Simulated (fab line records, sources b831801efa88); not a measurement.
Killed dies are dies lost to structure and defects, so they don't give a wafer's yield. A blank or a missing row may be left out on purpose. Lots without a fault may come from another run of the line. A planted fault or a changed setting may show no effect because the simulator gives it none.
Which tool did it? | flow sky130 | 13 lots, 39 wafers sampled, at 3 steps of a route of 708

WHAT THE GAUGES READ, wafer by wafer
SKY_VIA4_THK_MEAS_20: measures by xrf. Usual: VIA4_W_THK 493 nm, standard deviation 7.5.
lot  | measured     | on            | VIA4_W_THK (nm) | flag
L155 | day 41 04:36 | film_metro-04 | 495 492 501     |
L156 | day 41 04:25 | film_metro-04 | 502 493 488     |
L158 | day 41 07:52 | film_metro-03 | 492 493 488     |
L159 | day 41 18:17 | film_metro-03 | 492 501 484     |
L161 | day 42 03:41 | film_metro-04 | 498 487 490     |
L160 | day 42 06:06 | film_metro-03 | 478 481 479     |
L163 | day 43 02:52 | film_metro-03 | 487 485 479     |
L164 | day 43 04:35 | film_metro-01 | 499 497 501     |
L170 | day 44 10:28 | film_metro-03 | 494 483 492     |
L174 | day 50 11:59 | film_metro-04 | 500 501 500     |
L176 | day 50 13:15 | film_metro-01 | 502 503 496     |
L177 | day 50 13:01 | film_metro-01 | 508 496 500     |
L178 | day 50 13:20 | film_metro-03 | 487 479 489     |

WHICH TOOL RAN EACH LOT (tool, then ch and the chambers of the sampled wafers, then the start)
lot  | SKY_VIA1_CLEAN_18               | SKY_METAL4_ETCH_17
L155 | wet_bench-04 ch 3, day 31 23:19 | rie_diel-03 ch 0,1,2, day 40 00:41
L156 | wet_bench-02 ch 1, day 32 00:00 | rie_diel-04 ch 0,2, day 40 01:23
L158 | wet_bench-03 ch 1, day 32 03:00 | rie_diel-03 ch 0,1,2, day 40 04:26
L159 | wet_bench-04 ch 2, day 32 16:01 | rie_diel-01 ch 0,1,2, day 40 15:16
L161 | wet_bench-04 ch 3, day 33 00:15 | rie_diel-04 ch 2,3, day 40 23:58
L160 | wet_bench-04 ch 2, day 33 02:19 | rie_diel-01 ch 0,1,2, day 41 02:04
L163 | wet_bench-04 ch 2, day 33 22:45 | rie_diel-04 ch 0,1,2, day 41 23:40
L164 | wet_bench-04 ch 2, day 34 03:22 | rie_diel-01 ch 0,2, day 42 02:16
L170 | wet_bench-02 ch 1, day 35 14:13 | rie_diel-01 ch 0,1,2, day 43 09:47
L174 | wet_bench-03 ch 1, day 44 01:43 | rie_diel-04 ch 0,1,3, day 49 18:29
L176 | wet_bench-03 ch 0, day 44 02:52 | rie_diel-04 ch 1,2,3, day 49 20:47
L177 | wet_bench-03 ch 0, day 44 03:41 | rie_diel-01 ch 0,1, day 49 21:08
L178 | wet_bench-04 ch 1, day 44 04:13 | rie_diel-03 ch 1,3, day 49 21:29
- SKY_VIA1_CLEAN_18: cleans in IPA, time 180 s.
- SKY_METAL4_ETCH_17: etches SiO2 in C4F8/O2/Ar, stops on TiN, time 3.9 s, target depth 15 nm.

WHAT THE TOOLS THEMSELVES READ (means of the sampled wafers that have a number; where no wafer has one, the mark that the record gives instead)
SKY_METAL4_ETCH_17. Usual: oes_product_au 0.753 a.u., standard deviation 0.0072.
lot  | tool        | oes_product_au (a.u.) | flag
L155 | rie_diel-03 | 0.750                 |
L156 | rie_diel-04 | 0.754                 |
L158 | rie_diel-03 | 0.752                 |
L159 | rie_diel-01 | 0.752                 |
L161 | rie_diel-04 | 0.744                 |
L160 | rie_diel-01 | 0.753                 |
L163 | rie_diel-04 | 0.742                 |
L164 | rie_diel-01 | 0.756                 |
L170 | rie_diel-01 | 0.756                 |
L174 | rie_diel-04 | 0.759                 |
L176 | rie_diel-04 | 0.750                 |
L177 | rie_diel-01 | 0.752                 |
L178 | rie_diel-03 | 0.751                 |

THE ANSWER, worked out from the rows above alone
Rule: a lot is off if the mean of its wafers that have a number lies more than 3 standard deviations from the usual mean. A lot without any number at a reading at which 4 lots or more have one is off too. The other lots that the step has rows for count as sound. The gauges are gone through in route order, then the tools' own readings, and for those a lot's mean is taken as printed above. The first step at which some lot is off is used, and at that step the reading that is off furthest; a lot without a number counts as furthest.
No lot is off at any reading shown: from this, nothing can be told.

WHAT THE SIMULATOR HAD PUT IN
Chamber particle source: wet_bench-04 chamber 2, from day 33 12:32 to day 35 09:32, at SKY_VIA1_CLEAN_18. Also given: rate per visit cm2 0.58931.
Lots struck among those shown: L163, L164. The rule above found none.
